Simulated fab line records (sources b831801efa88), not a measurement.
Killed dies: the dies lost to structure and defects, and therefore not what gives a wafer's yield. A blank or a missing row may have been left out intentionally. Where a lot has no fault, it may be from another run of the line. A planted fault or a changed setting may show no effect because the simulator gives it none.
A lot that was struck, set against a sound lot	flow sky130	18 out of 708 route steps
Sound: these wafers, L402.2, L402.3, L402.5. Wafers L409.1, L409.4, L409.5 were the ones struck. The cause is named last.
Per side, at each step with rows, come the tool, then ch with its chambers, and then its first start. Under that, the readings that differ: sound wafers	struck wafers	difference of the means	sigmas: that difference in standard deviations of wafers without a fault.
alike: same words and numbers on both sides, and readings whose means sit less than 2 such deviations apart. not compared: any withheld reading, any reading some wafer has no value for, any bound like >300 that may hide the same value, and any number with overlapping values for which the record gives no deviation.
The two part at a step that has a row with sigmas, a row that says differs or no value, or rows on one side only. Numbers that have no deviation but don't overlap get no sigmas and don't part them. A reading that every wafer of one side lacks parts them only if that side has two wafers or more.

SKY_VIA1_ETCH_15: etches SiO2 in C4F8/O2/Ar, stops on TiN, target depth 351 nm, time 54 s.
  sound on rie-diel-01 ch 0,3, day 37 14:42; struck on rie-diel-01 ch 0,1,3, day 39 16:43
  alike: chamber-pressure-mTorr, oes-product-au
  not compared: rf-hours-counter-h
SKY_VIA1_STRIP_16: strips in O2/N2.
  sound on plasma-asher-04 ch 0,1, day 37 14:44; struck on plasma-asher-02 ch 0,1, day 39 16:46
reading	sound	struck	difference	sigmas
strip-time-to-endpoint-s (s)	4.406 4.433 4.449	4.486 4.469 4.504	+0.057	+2
  alike: chamber-pressure-mTorr, drypump-motor-current-A, oes-product-au
  not compared: rf-hours-counter-h
then, 5 steps without rows for these wafers: SKY_VIA1_STRIP_17 (strips in post etch residue remover, time 1200 s); SKY_VIA1_CLEAN_18 (cleans in IPA, time 180 s); SKY_VIA1_CLEAN_19 (cleans in O3/DIW); SKY_VIA1_SPUTTER_20 (material TiN, target thk 20 nm, time 80 s); SKY_VIA1_CVD_21 (deposits W, target thk 270 nm, time 80.902 s).
SKY_VIA1_RS_MEAS_22: a four-point-probe measurement.
  sound on film-metro-04 at day 37 15:31; struck on film-metro-02 at day 39 17:33
  alike: VIA1_W_RS
SKY_VIA1_THK_MEAS_23: measures by xrf.
  sound on film-metro-04 at day 37 15:38; struck on film-metro-02 at day 39 17:40
  alike: VIA1_W_THK
then, 1 step without rows for these wafers: SKY_VIA1_CMP_24 (polishes, stops on SiO2, t overpolish 15 s, target thk 0 nm).
SKY_METAL2_SPUTTER_00: material Ti, target thk 15 nm, time 10 s.
  sound on pvd-sputter-04 at day 37 15:59; struck on pvd-sputter-03 at day 39 18:02
  alike: throttle-valve-pct
SKY_METAL2_SPUTTER_01: material TiN, target thk 20 nm, time 16.7 s.
  sound on pvd-sputter-04 at day 37 16:00; struck on pvd-sputter-03 at day 39 18:03
  alike: throttle-valve-pct
SKY_METAL2_SPUTTER_02: material AlCu, target thk 250 nm, time 13.3 s.
  sound on pvd-sputter-04 at day 37 16:02; struck on pvd-sputter-03 at day 39 18:05
reading	sound	struck	difference	sigmas
model.AlCu_of_METAL2_SPUTTER_02.thk-nm (nm)	249.6 251.7 251	219.3 222.2 220.2	-30.2	
  alike: throttle-valve-pct
SKY_METAL2_SPUTTER_03: material Ti, target thk 5 nm, time 3.3 s.
  sound on pvd-sputter-04 at day 37 16:03; struck on pvd-sputter-03 at day 39 18:06
  alike: throttle-valve-pct
then, 1 step without rows for these wafers: SKY_METAL2_SPUTTER_04 (material TiN, target thk 70 nm, time 57.41 s).
SKY_METAL2_RS_MEAS_05: a four-point-probe measurement.
  sound on film-metro-04 at day 37 16:08; struck on film-metro-03 at day 39 18:28
reading	sound	struck	difference	sigmas
METAL2_ALCU_RS (ohm/sq)	0.1268 0.1256 0.1259	0.1450 0.1430 0.1445	+0.0181	+12
  not compared: hold
SKY_METAL2_THK_MEAS_06: measures by xrf.
  sound on film-metro-04 at day 37 16:15; struck on film-metro-03 at day 39 21:49
reading	sound	struck	difference	sigmas
METAL2_ALCU_THK (nm)	248 250 251	218 220 221	-30	-10
  not compared: hold
-- the record jumps here: 10 days lie between the struck wafers' starts before and after (it left off in module METAL2 and takes up again in module PAD_OPEN, whose first step shown is number 708 of the route) --
SKY_PAD_OPEN_PROBE_99:
  sound on prober-02 at day 48 14:34; struck on prober-01 at day 50 02:07
reading	sound	struck	difference	sigmas
model.etest.met2.line-ohm-um	0.9064 0.9188 0.8979	1.089 1.063 1.073	+0.167	
model.etest.met2.rs-ohm-sq	0.1279 0.1256 0.1269	0.1472 0.1462 0.1464	+0.0198	
  alike: defect-limited-yield, killed_at_M0_to_M3, killed_at_M4_up, killed-at-contacts, killed-at-front-end, killed-at-other, killed-dies, killed-open, killed-short, sort_bin_3_pad_short, sort_bin_5_function, sort_bin_6_memory, sort-n-pass, sort-yield-pct

## WHERE THEY PART
First at SKY_VIA1_STRIP_16; last, within this record, at SKY_METAL2_THK_MEAS_06. Later steps at which nothing parts them and some readings are alike: SKY_PAD_OPEN_PROBE_99.

WHY: the cause the simulator had injected
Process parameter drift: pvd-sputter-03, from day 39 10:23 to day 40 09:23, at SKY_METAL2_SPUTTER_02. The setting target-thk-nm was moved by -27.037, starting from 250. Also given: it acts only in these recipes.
